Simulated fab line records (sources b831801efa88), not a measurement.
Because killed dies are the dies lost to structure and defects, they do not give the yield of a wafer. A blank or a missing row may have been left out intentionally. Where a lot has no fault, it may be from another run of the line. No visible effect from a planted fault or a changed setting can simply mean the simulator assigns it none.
Struck lot and sound lot, side by side || flow gf180mcu || 15 out of 602 route steps
Sound: the wafers L743.1, L743.3, L743.5. Wafers struck: L753.1, L753.2, L753.3. The cause is named last.
Per side, at each step with rows, come the tool, then ch with its chambers, and then its first start. Under that, the readings that differ: sound wafers || struck wafers || difference of the means || sigmas: that difference in standard deviations of wafers without a fault.
alike: readings whose means differ by less than 2 such deviations, and words and numbers that are the same on both sides. not compared: withheld readings, readings that some wafer has no value for, bounds like >300 that may hide the same value, and numbers for which the record gives no deviation and whose values overlap.
The two part at a step that has a row with sigmas, a row that says differs or no value, or rows on one side only. Numbers that have no deviation but don't overlap get no sigmas and don't part them. A reading that every wafer of one side lacks parts them only if that side has two wafers or more.

first, 7 steps without rows for these wafers: GF_V5_HMDS_07 (prime time 60 s); GF_V5_COAT_08; GF_V5_COAT_09 (resist thk 1000 nm); GF_V5_SOFTBAKE_10 (time 60 s); GF_V5_EXPOSE_11 (exposes mask Via5, target cd 260 nm); GF_V5_PEB_12 (peb time 90 s); GF_V5_DEVELOP_13 (develop time 60 s).
GF_V5_CD_MEAS_14: the cd target is 260 nm.
  sound: cd_sem-02 at day 27 03:54; struck: cd_sem-01 at day 30 21:06
  alike: cd_nm
GF_V5_OVL_MEAS_15:
  sound: overlay-01 at day 27 04:01; struck: overlay-02 at day 30 21:13
{"reading": "V5_OVL (nm)", "sound": "-8 -8 -8", "struck": "6 1 5", "difference": "+12", "sigmas": "+2"}
GF_V5_ETCH_16: etches BARC in N2/H2.
  sound on rie_diel-03 ch 0,1,3, day 27 04:04; struck on rie_diel-04 ch 1,2,3, day 30 21:16
  alike: drypump_motor_current_A, oes_product_au, throttle_valve_pct
GF_V5_ETCH_17: etches SiO2 in C4F8/O2/Ar, stops on TiN, target depth 855 nm.
  sound on rie_diel-03 ch 0,1,3; struck on rie_diel-04 ch 1,2,3
  alike: oes_product_au
GF_V5_STRIP_18: strips in O2/N2.
  sound on plasma_asher-04 ch 0, day 27 04:13; struck on plasma_asher-04 ch 0,1, day 30 21:25
  alike: chamber_pressure_mTorr, drypump_motor_current_A, heater_power_w, oes_product_au
  not compared: rf_hours_counter_h
GF_V5_STRIP_19: strips in post etch residue remover, time 1200 s.
  sound on wet_bench-01 ch 2, day 27 04:19; struck on wet_bench-01 ch 0, day 30 21:31
  no value came back on the struck wafers for bath_guard_temp_C (C), bath_heat_duty_pct (%), time_s (s); on the sound wafers bath_guard_temp_C (C) reads 72.0 71.9 72.5
then, 1 step without rows for these wafers: GF_V5_CLEAN_20 (cleans in DIW).
GF_PASSIVATION_PROBE_99:
  sound: prober-02 at day 29 00:29; struck: prober-02 at day 32 13:31
{"reading": "model.etest.via5_chain.rc_ohm", "sound": "6.87 6.686 6.592", "struck": "8.641 7.953 8.541", "difference": "+1.662", "sigmas": ""}

WHERE THEY PART
Earliest at GF_V5_OVL_MEAS_15; latest, in this record, at GF_V5_STRIP_19.

WHY: what the simulator had put in
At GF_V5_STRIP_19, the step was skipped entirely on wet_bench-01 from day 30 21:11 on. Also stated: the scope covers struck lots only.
